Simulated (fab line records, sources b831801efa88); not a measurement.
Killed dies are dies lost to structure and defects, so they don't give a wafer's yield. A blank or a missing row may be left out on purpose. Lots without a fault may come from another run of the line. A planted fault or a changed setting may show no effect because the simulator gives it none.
Which tool did it? | flow gf180mcu | 10 lots, 30 wafers sampled, at 3 steps of a route of 602

WHAT THE GAUGES READ, wafer by wafer
GF_PSD_TW_MEAS_11.
lot  | measured     | on            | PSD_TW
L347 | day 14 03:45 | film_metro-02 | 3179 3167 3161
L349 | day 15 02:35 | film_metro-04 | 3185 3187 3212
L350 | day 15 09:56 | film_metro-03 | 3170 3159 3152
L353 | day 16 20:53 | film_metro-03 | 3136 3129 3124
L354 | day 17 10:47 | film_metro-03 | 3132 3147 3134
L357 | day 18 18:55 | film_metro-04 | 3187 3204 3198
L362 | day 20 04:50 | film_metro-02 | 30 30 30 30 30 30
L367 | day 21 10:52 | film_metro-02 | 3194 3202 3161
L368 | day 21 20:00 | film_metro-03 | 3132 3114 3126
L369 | day 22 04:59 | film_metro-03 | 3115 3108 3113

WHICH TOOL RAN EACH LOT (tool, then ch and the chambers of the sampled wafers, then the start)
lot  | GF_NSD_STRIP_11                      | GF_PSD_STRIP_10
L347 | plasma_asher-01 ch 0,1, day 13 07:38 | plasma_asher-01 ch 0,1, day 14 03:38
L349 | plasma_asher-04 ch 0,1, day 14 06:08 | plasma_asher-02 ch 0,1, day 15 02:29
L350 | plasma_asher-01 ch 0,1, day 14 13:04 | plasma_asher-02 ch 0,1, day 15 09:50
L353 | plasma_asher-04 ch 0,1, day 15 22:41 | plasma_asher-01 ch 0,1, day 16 20:47
L354 | plasma_asher-03 ch 1, day 16 11:50   | plasma_asher-01 ch 0,1, day 17 10:41
L357 | plasma_asher-03 ch 0,1, day 17 18:46 | plasma_asher-01 ch 1, day 18 18:49
L362 | plasma_asher-03 ch 0,1, day 19 04:07 | plasma_asher-02 ch 0,1, day 20 04:44
L367 | plasma_asher-01 ch 0,1, day 20 11:10 | plasma_asher-01 ch 0,1, day 21 10:46
L368 | plasma_asher-01 ch 0,1, day 20 19:55 | plasma_asher-01 ch 0,1, day 21 19:55
L369 | plasma_asher-03 ch 0, day 21 04:40   | plasma_asher-02 ch 0,1, day 22 04:52
- GF_NSD_STRIP_11: strips in O2/N2.
- GF_PSD_STRIP_10: strips in O2/N2.

THE ANSWER, worked out from the rows above alone
Rule: what is usual is taken from the lots themselves. Put in order of their means at a reading, lots are off if they are a third of the lots or fewer, leave a main group of 4 or more, and stand apart from it by a gap of 3 or more times the standard deviation of the main group's means; of several such gaps the widest counts. A main group whose means are all the same, to the digits that the tables above print for the reading, isn't used. A lot without any number at a reading at which 4 lots or more have one is off too. The other lots that the step has rows for count as sound.
Off: L362, at GF_PSD_TW_MEAS_11 (PSD_TW). The main group: mean 3157, standard deviation 30.
A tool fits if, at a process step before that reading, it ran every lot that is off, and no sound lot after the first of them. The gauges at GF_PSD_TW_MEAS_11 are tried like those tools. None of those tried fits.

WHAT THE SIMULATOR HAD PUT IN
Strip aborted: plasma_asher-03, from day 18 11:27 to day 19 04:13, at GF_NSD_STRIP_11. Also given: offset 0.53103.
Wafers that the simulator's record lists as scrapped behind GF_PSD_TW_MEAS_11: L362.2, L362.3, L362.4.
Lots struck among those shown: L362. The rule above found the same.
